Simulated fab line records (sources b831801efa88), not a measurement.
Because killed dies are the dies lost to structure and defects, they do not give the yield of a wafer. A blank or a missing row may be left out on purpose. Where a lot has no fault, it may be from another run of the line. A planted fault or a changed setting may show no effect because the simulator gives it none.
The tool behind it: which one?	flow sky130	at 1 step of a route of 708, 6 lots with 18 wafers sampled

## WHAT THE GAUGES SHOWED, per wafer
SKY_METAL3_CD_MEAS_13: the cd target is 300 nm.
lot	measured	on	cd nm (nm)
L366	day 38 12:54	cd sem-01	302.5 303.2 302.9
L369	day 39 16:40	cd sem-01	296.6 299.0 297.4
L378	day 42 11:33	cd sem-02	301.2 301.4 300.4
L382	day 43 09:20	cd sem-02	299.9 300.6 299.9
L384	day 44 03:01	cd sem-01	299.2 299.2 298.0
L386	day 44 11:14	cd sem-02	302.7 302.3 301.6

## TOOL THAT RAN EACH LOT (tool first, then ch and the chambers of the sampled wafers, then the start)
Before these readings, the record contains no process step.

## THE ANSWER, worked out from the rows above alone
Rule: what is usual is taken from the lots themselves. Put in order of their means at a reading, lots are off if they are a third of the lots or fewer, leave a main group of 4 or more, and stand apart from it by a gap of 3 or more times the standard deviation of the main group's means; of several such gaps the widest counts. Not used: any main group whose means are identical at the precision the tables above print for the reading. A lot without any number at a reading at which 4 lots or more have one is off too. The other lots that the step has rows for count as sound.
No lot is off on any of the readings shown, so nothing can be concluded from this.

## WHAT HAD BEEN PUT IN BY THE SIMULATOR
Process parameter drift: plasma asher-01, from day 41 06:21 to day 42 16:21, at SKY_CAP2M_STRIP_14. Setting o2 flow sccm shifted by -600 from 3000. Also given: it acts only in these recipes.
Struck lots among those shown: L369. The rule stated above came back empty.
